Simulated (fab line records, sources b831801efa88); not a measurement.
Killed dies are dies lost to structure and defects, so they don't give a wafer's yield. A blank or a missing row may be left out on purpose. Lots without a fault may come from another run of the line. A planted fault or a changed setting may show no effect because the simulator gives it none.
Chamber matching | flow sky130 | SKY_VIA1_CMP_24 on cmp-01: 4 sister chambers
The step polishes, stops on SiO2, t overpolish 15 s, target thk 0 nm. 4 wafers are shown with their chamber, then 7 later ones without.

WAFERS WITH THEIR CHAMBER
wafer  | chamber | motor_current_A (A)
L274.1 | 3       | 9.9
L274.5 | 1       | 11.5
L275.1 | 0       | 9.4
L275.3 | 2       | 10.1

WAFERS WITHOUT THEIR CHAMBER
wafer  | motor_current_A (A)
L275.5 | 10.0
L277.2 | 10.0
L277.3 | 9.7
L277.5 | 9.7
L278.4 | 9.8
L278.5 | 12.1
L278.6 | 9.4

WHICH CHAMBER EACH WENT THROUGH
wafer  | from the rows above          | in truth
L275.5 | can't be placed: 2 or 3 or 0 | 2
L277.2 | can't be placed: 2 or 3 or 0 | 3
L277.3 | can't be placed: 3 or 0 or 2 | 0
L277.5 | can't be placed: 3 or 0 or 2 | 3
L278.4 | can't be placed: 3 or 2 or 0 | 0
L278.5 | 1                            | 1
L278.6 | can't be placed: 0 or 3      | 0
Placed correctly: 1 of 7. Can't be placed from these rows: 6 (the true chamber is among the candidates in 6). Placed wrongly: 0.
How it was worked out, from the rows above alone: a wafer's distance from a chamber is the root of the sum, over the readings, of the square of ((its reading less the chamber's mean) divided by the reading's scatter). The wafer belongs to the nearest chamber; if the next one is less than 2 further off, it can't be placed. A chamber's mean is the mean of its shown wafers. The scatter: with one shown wafer a chamber, the root of the mean of the squares of how far each hidden wafer lies from its nearest shown one.
